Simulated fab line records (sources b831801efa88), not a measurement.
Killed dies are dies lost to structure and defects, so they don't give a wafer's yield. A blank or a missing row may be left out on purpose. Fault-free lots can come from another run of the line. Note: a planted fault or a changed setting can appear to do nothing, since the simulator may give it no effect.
Check of tool commonality    flow sky130    Sampled: 12 lots, 37 wafers

WHY IT WAS OPENED
SKY_LDD_P_TW_MEAS_11, reading LDD_P_TW: flagged on 1 of 12 lots. Fault-free wafers read 633, with a standard deviation of 4.5.
Rule: a lot is flagged when every wafer of it that has a number lies more than 4 standard deviations from that mean, or none has a number. The rest of the lots are taken to be sound.

lot   measured      on             LDD_P_TW, wafer by wafer  flag
L928  day 19 06:55  film metro-04  635 638 633               
L931  day 20 03:10  film metro-02  627 631 629               
L932  day 20 19:58  film metro-01  634 640 635               
L933  day 21 07:10  film metro-04  630 627 626               
L935  day 22 03:52  film metro-01  642 634 639               
L936  day 22 13:50  film metro-04  633 635 629               
L940  day 23 20:30  film metro-02  629 633                   
L943  day 24 20:46  film metro-02  30 30 30 30 30 30         FLAGGED
L945  day 25 10:14  film metro-04  628 626                   
L949  day 26 13:37  film metro-01  643 640 645               
L950  day 26 20:43  film metro-02  636 634 636               
L951  day 27 03:38  film metro-02  636 636 632               
Flagged lots average 30: -603 relative to the usual, that is -99 or more standard deviations.

LOT BY LOT: THE TOOL USED
Before the reading, the record contains 2 process steps out of a 708-step route. Each cell gives the tool, then ch followed by the chambers the sampled wafers passed through, then the start.
lot   flag     SKY_SONOS_ONO_STRIP_17                SKY_LDD_P_EXPOSE_04
L928           plasma asher-03 ch 0, day 12 21:14    iline stepper-01 ch 0, day 18 15:05
L931           plasma asher-03 ch 1, day 13 15:29    iline stepper-01 ch 0, day 19 11:31
L932           plasma asher-03 ch 0,1, day 14 02:33  iline stepper-02 ch 0, day 20 05:18
L933           plasma asher-01 ch 0,1, day 14 11:53  iline stepper-01 ch 0, day 20 16:14
L935           plasma asher-03 ch 0,1, day 15 12:25  iline stepper-02 ch 0, day 21 12:16
L936           plasma asher-03 ch 0,1, day 15 18:55  iline stepper-01 ch 0, day 21 22:29
L940           plasma asher-04 ch 0,1, day 17 01:26  iline stepper-02 ch 0, day 23 05:38
L943  FLAGGED  plasma asher-03 ch 0,1, day 18 02:13  iline stepper-01 ch 0, day 24 06:10
L945           plasma asher-03 ch 0, day 18 15:45    iline stepper-01 ch 0, day 24 19:16
L949           plasma asher-03 ch 1, day 19 23:46    iline stepper-01 ch 0, day 25 23:43
L950           plasma asher-03 ch 0,1, day 20 06:47  iline stepper-02 ch 0, day 26 05:51
L951           plasma asher-03 ch 0,1, day 20 11:38  iline stepper-01 ch 0, day 26 12:41
What these steps do:
- SKY_SONOS_ONO_STRIP_17: strips in O2/N2.
- SKY_LDD_P_EXPOSE_04: exposes mask PSDM, target cd 380 nm.
- SKY_LDD_P_TW_MEAS_11

FLAGGED OVER TOTAL, TOOL BY TOOL (the gauges that took the reading come last)
step                    tool              lots run  flagged  share of the flagged lots  sound lots run after its first flagged lot
SKY_SONOS_ONO_STRIP_17  plasma asher-01   1         0        none                       -
SKY_SONOS_ONO_STRIP_17  plasma asher-03   10        1        all                        4 (L945,L949,L950,L951)
SKY_SONOS_ONO_STRIP_17  plasma asher-04   1         0        none                       -
SKY_LDD_P_EXPOSE_04     iline stepper-01  8         1        all                        3 (L945,L949,L951)
SKY_LDD_P_EXPOSE_04     iline stepper-02  4         0        none                       -
SKY_LDD_P_TW_MEAS_11    film metro-01     3         0        none                       -
SKY_LDD_P_TW_MEAS_11    film metro-02     5         1        all                        2 (L950,L951)
SKY_LDD_P_TW_MEAS_11    film metro-04     4         0        none                       -

WHAT IS ALLOWED BY THE TABLE
All flagged lots were run by 3 table rows, namely plasma asher-03 at SKY_SONOS_ONO_STRIP_17, iline stepper-01 at SKY_LDD_P_EXPOSE_04, film metro-02 at SKY_LDD_P_TW_MEAS_11.
- plasma asher-03 at SKY_SONOS_ONO_STRIP_17: 1 of its 10 lots flagged. After the first flagged lot (L945, L949, L950, L951), sound lots still ran on it; a lasting fault on the whole tool would not permit that.
- iline stepper-01 at SKY_LDD_P_EXPOSE_04: 1 of its 8 lots flagged. After the first flagged lot (L945, L949, L951), sound lots still ran on it; a lasting fault on the whole tool would not permit that.
- film metro-02 at SKY_LDD_P_TW_MEAS_11: 1 of its 5 lots flagged. After the first flagged lot (L950, L951), sound lots still ran on it; a lasting fault on the whole tool would not permit that.
Every row of the table either missed a flagged lot or ran a sound lot after the first.

WHAT THE SIMULATOR HAD INSERTED
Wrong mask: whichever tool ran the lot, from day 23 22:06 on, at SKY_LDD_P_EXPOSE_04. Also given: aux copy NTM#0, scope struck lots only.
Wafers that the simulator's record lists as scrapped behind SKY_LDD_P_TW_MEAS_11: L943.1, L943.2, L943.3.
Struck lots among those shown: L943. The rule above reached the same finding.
